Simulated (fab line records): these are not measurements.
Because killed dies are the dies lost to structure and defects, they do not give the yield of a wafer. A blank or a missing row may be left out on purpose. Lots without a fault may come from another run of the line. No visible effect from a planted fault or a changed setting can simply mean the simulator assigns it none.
What tool caused it? / flow sky130 / 6 lots, 18 wafers sampled, at 3 steps of a route of 708

WHAT THE GAUGES SHOWED, per wafer
SKY_SONOS_ONO_CD_MEAS_13: target cd 410 nm.
lot=L253; measured=day 13 05:43; on=cd_sem-01; cd_nm (nm)=410.1 408.2 410.5
lot=L256; measured=day 14 04:55; on=cd_sem-01; cd_nm (nm)=408.9 411.5 408.5
lot=L258; measured=day 14 18:59; on=cd_sem-02; cd_nm (nm)=394.7 393.4 391.7
lot=L260; measured=day 16 06:46; on=cd_sem-01; cd_nm (nm)=399.7 398.7 399.5
lot=L265; measured=day 17 16:58; on=cd_sem-01; cd_nm (nm)=406.8 405.5 407.6
lot=L271; measured=day 19 11:50; on=cd_sem-01; cd_nm (nm)=412.5 413.7 413.1

TOOL THAT RAN EACH LOT (tool first, then ch and the chambers of the sampled wafers, then the start)
lot=L253; SKY_NWELL_STRIP_14=plasma_asher-01 ch 0,1, day 4 23:11; SKY_SONOS_ONO_EXPOSE_10=iline_stepper-01 ch 0, day 12 17:09
lot=L256; SKY_NWELL_STRIP_14=plasma_asher-03 ch 1, day 5 16:11; SKY_SONOS_ONO_EXPOSE_10=iline_stepper-01 ch 0, day 13 16:26
lot=L258; SKY_NWELL_STRIP_14=plasma_asher-01 ch 0,1, day 6 02:10; SKY_SONOS_ONO_EXPOSE_10=iline_stepper-01 ch 0, day 14 06:20
lot=L260; SKY_NWELL_STRIP_14=plasma_asher-03 ch 0,1, day 7 01:53; SKY_SONOS_ONO_EXPOSE_10=iline_stepper-01 ch 0, day 15 17:22
lot=L265; SKY_NWELL_STRIP_14=plasma_asher-01 ch 0,1, day 7 22:23; SKY_SONOS_ONO_EXPOSE_10=iline_stepper-02 ch 0, day 17 02:17
lot=L271; SKY_NWELL_STRIP_14=plasma_asher-03 ch 0,1, day 9 13:07; SKY_SONOS_ONO_EXPOSE_10=iline_stepper-02 ch 0, day 18 21:05
- SKY_NWELL_STRIP_14: strips in O2/N2.
- SKY_SONOS_ONO_EXPOSE_10: exposes mask ONOM, target cd 410 nm.

THE ANSWER, worked out from the rows above alone
Rule: what is usual is taken from the lots themselves. The widest of any qualifying gaps counts: lots, ordered by their means at a reading, are off when they make up no more than a third of the lots, leave a main group of 4 or more, and stand apart from it by 3 or more times the standard deviation of that group's means. Not used: any main group whose means are identical at the precision the tables above print for the reading. Also off: a lot with no number at a reading for which 4 or more lots have one. All remaining lots with rows at the step are treated as sound.
Off, at SKY_SONOS_ONO_CD_MEAS_13 on cd_nm: L258, L260. Main group: mean 409.7 nm, sd 2.3.
If a tool, at a process step before that reading, ran all the lots that are off and no sound lot after the first of them, it fits. Those tools and the gauges at SKY_SONOS_ONO_CD_MEAS_13 are tried in the same way. One fits: iline_stepper-01 at SKY_SONOS_ONO_EXPOSE_10. A fault onset in the window from L256 (day 13 16:26, its last sound lot) to L258 (day 14 06:20, its first lot off) fits.

WHAT THE SIMULATOR PUT IN
Process parameters drifting: iline_stepper-01 at SKY_SONOS_ONO_EXPOSE_10, beginning at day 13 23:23. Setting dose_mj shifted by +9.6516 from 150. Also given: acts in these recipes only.
Struck lots among those shown: L258, L260. The rule above reached the same finding.
